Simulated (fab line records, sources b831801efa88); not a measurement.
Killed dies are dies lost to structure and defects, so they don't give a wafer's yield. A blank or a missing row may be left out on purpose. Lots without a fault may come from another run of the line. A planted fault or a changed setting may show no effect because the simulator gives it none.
Which tool did it? | flow gf180mcu | 13 lots, 39 wafers sampled, at 3 steps of a route of 602

WHAT THE GAUGES READ, wafer by wafer
GF_V3_BOW_MEAS_05. Usual: V3_BOW 116 um, standard deviation 7.9.
lot  | measured     | on            | V3_BOW (um) | flag
L331 | day 21 10:04 | film_metro-01 | 109 99 108  |
L332 | day 22 00:20 | film_metro-01 | 104 110 123 |
L333 | day 22 09:58 | film_metro-01 | 112 115 114 |
L337 | day 24 04:31 | film_metro-02 | 128 121 133 |
L343 | day 26 02:17 | film_metro-02 | 113 105 105 |
L346 | day 26 20:02 | film_metro-01 | 122 117 108 |
L347 | day 27 05:22 | film_metro-03 | 118 119 113 |
L348 | day 27 12:22 | film_metro-01 | 114 118 115 |
L349 | day 27 20:43 | film_metro-03 | 115 109 107 |
L350 | day 28 03:14 | film_metro-03 | 119 119 109 |
L351 | day 28 05:35 | film_metro-03 | 122 127 115 |
L353 | day 28 21:14 | film_metro-03 | 110 111 116 |
L354 | day 29 06:19 | film_metro-01 | 108 116 106 |

GF_M4_CD_MEAS_14: target cd 280 nm. Usual: cd_nm 280.0 nm, standard deviation 1.3.
lot  | measured     | on        | cd_nm (nm)        | flag
L331 | day 23 10:40 | cd_sem-02 | 280.2 279.3 278.8 |
L332 | day 23 23:37 | cd_sem-02 | 279.5 278.9 278.1 |
L333 | day 24 09:10 | cd_sem-02 | 283.0 282.1 282.2 |
L337 | day 26 00:34 | cd_sem-02 | 282.0 279.9 279.7 |
L343 | day 27 21:19 | cd_sem-02 | 280.5 279.9 280.1 |
L346 | day 28 14:05 | cd_sem-02 | 278.4 278.2 278.4 |
L347 | day 28 22:38 | cd_sem-02 | 279.5 279.8 279.7 |
L348 | day 29 05:17 | cd_sem-02 | 281.1 278.3 281.6 |
L349 | day 29 13:29 | cd_sem-02 | 280.7 280.1 282.0 |
L350 | day 29 19:22 | cd_sem-02 | 279.1 280.0 279.7 |
L351 | day 29 21:52 | cd_sem-01 | 282.2 281.4 280.6 |
L353 | day 30 12:22 | cd_sem-02 | 279.9 280.6 280.7 |
L354 | day 30 20:24 | cd_sem-02 | 278.5 279.0 278.7 |

WHICH TOOL RAN EACH LOT (tool, then ch and the chambers of the sampled wafers, then the start)
lot  | GF_V1_CMP_26
L331 | cmp-01 ch 0,2,3, day 18 04:10
L332 | cmp-01 ch 1,2,3, day 18 16:53
L333 | cmp-01 ch 1,2,3, day 19 03:17
L337 | cmp-01 ch 0,1,2, day 21 02:47
L343 | cmp-02 ch 1,2, day 23 03:37
L346 | cmp-02 ch 0,1, day 23 22:43
L347 | cmp-01 ch 0,3, day 24 08:06
L348 | cmp-01 ch 0,2,3, day 24 15:43
L349 | cmp-02 ch 2,3, day 25 00:08
L350 | cmp-01 ch 0,1,2, day 25 08:13
L351 | cmp-02 ch 1,2, day 25 10:59
L353 | cmp-01 ch 1,2, day 26 03:55
L354 | cmp-02 ch 0,1,3, day 26 12:50
- GF_V1_CMP_26: polishes, stops on SiO2, t overpolish 15 s, target thk 0 nm.

WHAT THE TOOLS THEMSELVES READ (means of the sampled wafers that have a number; where no wafer has one, the mark that the record gives instead)
GF_V1_CMP_26. Usual: head_pressure_psi 3.499 psi, standard deviation 0.0078; motor_current_A 11.2 A, standard deviation 1.1; overpolish_run_s 14.999 s, standard deviation 0.0091; time_to_endpoint_s 84 s, standard deviation 4.3.
lot  | tool   | head_pressure_psi (psi) | motor_current_A (A) | overpolish_run_s (s) | time_to_endpoint_s (s) | flag
L331 | cmp-01 | 3.501                   | 10.3                | 14.997               | 84                     |
L332 | cmp-01 | 3.491                   | 10.5                | 14.994               | 84                     |
L333 | cmp-01 | 3.494                   | 10.7                | 15.004               | 81                     |
L337 | cmp-01 | 3.498                   | 10.9                | 15.000               | 82                     |
L343 | cmp-02 | 3.502                   | 12.3                | 14.994               | 80                     |
L346 | cmp-02 | 3.489                   | 12.4                | 14.998               | 86                     |
L347 | cmp-01 | 3.488                   | 10.7                | 15.003               | 86                     |
L348 | cmp-01 | 3.501                   | 10.3                | 15.007               | 84                     |
L349 | cmp-02 | 3.509                   | 11.1                | 15.003               | 85                     |
L350 | cmp-01 | 3.500                   | 11.0                | 14.997               | 89                     |
L351 | cmp-02 | 3.504                   | 11.3                | 15.003               | 85                     |
L353 | cmp-01 | 3.493                   | 10.5                | 15.005               | 85                     |
L354 | cmp-02 | 3.490                   | 12.4                | 14.999               | 78                     |

THE ANSWER, worked out from the rows above alone
Rule: a lot is off if the mean of its wafers that have a number lies more than 3 standard deviations from the usual mean. A lot without any number at a reading at which 4 lots or more have one is off too. The other lots that the step has rows for count as sound. The gauges are gone through in route order, then the tools' own readings, and for those a lot's mean is taken as printed above. The first step at which some lot is off is used, and at that step the reading that is off furthest; a lot without a number counts as furthest.
No lot is off at any reading shown: from this, nothing can be told.

WHAT THE SIMULATOR HAD PUT IN
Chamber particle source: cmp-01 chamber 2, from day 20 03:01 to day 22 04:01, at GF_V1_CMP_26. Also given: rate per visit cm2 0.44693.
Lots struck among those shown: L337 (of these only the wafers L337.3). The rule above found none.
